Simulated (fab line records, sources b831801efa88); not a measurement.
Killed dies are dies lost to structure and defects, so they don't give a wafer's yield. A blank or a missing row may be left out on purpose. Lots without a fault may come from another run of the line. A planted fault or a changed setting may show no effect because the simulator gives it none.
Which tool did it? | flow sky130 | 13 lots, 39 wafers sampled, at 1 step of a route of 708

WHAT THE GAUGES READ, wafer by wafer
SKY_VIA4_THK_MEAS_20: measures by xrf. Usual: VIA4_W_THK 491 nm, standard deviation 4.8.
lot  | measured     | on            | VIA4_W_THK (nm) | flag
L111 | day 43 16:54 | film_metro-03 | 494 482 488     |
L114 | day 44 14:55 | film_metro-04 | 484 493 489     |
L115 | day 44 21:59 | film_metro-03 | 490 495 494     |
L117 | day 45 07:32 | film_metro-02 | 487 488 490     |
L116 | day 45 08:17 | film_metro-03 | 489 489 491     |
L120 | day 46 00:50 | film_metro-02 | 483 489 488     |
L126 | day 47 16:00 | film_metro-04 | 484 483 486     |
L127 | day 47 20:24 | film_metro-03 | 496 498 494     |
L128 | day 48 00:34 | film_metro-04 | 496 504 496     |
L129 | day 48 02:22 | film_metro-04 | 494 486 492     |
L130 | day 48 13:40 | film_metro-03 | 499 493 497     |
L131 | day 48 21:02 | film_metro-03 | 486 493 494     |
L132 | day 49 05:43 | film_metro-04 | 493 492 495     |

WHICH TOOL RAN EACH LOT (tool, then ch and the chambers of the sampled wafers, then the start)
The record holds no process step before these readings.

WHAT THE TOOLS THEMSELVES READ (means of the sampled wafers that have a number; where no wafer has one, the mark that the record gives instead)
The record holds no such reading with a usual standard deviation.

THE ANSWER, worked out from the rows above alone
Rule: a lot is off if the mean of its wafers that have a number lies more than 3 standard deviations from the usual mean. A lot without any number at a reading at which 4 lots or more have one is off too. The other lots that the step has rows for count as sound. The gauges are gone through in route order, then the tools' own readings, and for those a lot's mean is taken as printed above. The first step at which some lot is off is used, and at that step the reading that is off furthest; a lot without a number counts as furthest.
No lot is off at any reading shown: from this, nothing can be told.

WHAT THE SIMULATOR HAD PUT IN
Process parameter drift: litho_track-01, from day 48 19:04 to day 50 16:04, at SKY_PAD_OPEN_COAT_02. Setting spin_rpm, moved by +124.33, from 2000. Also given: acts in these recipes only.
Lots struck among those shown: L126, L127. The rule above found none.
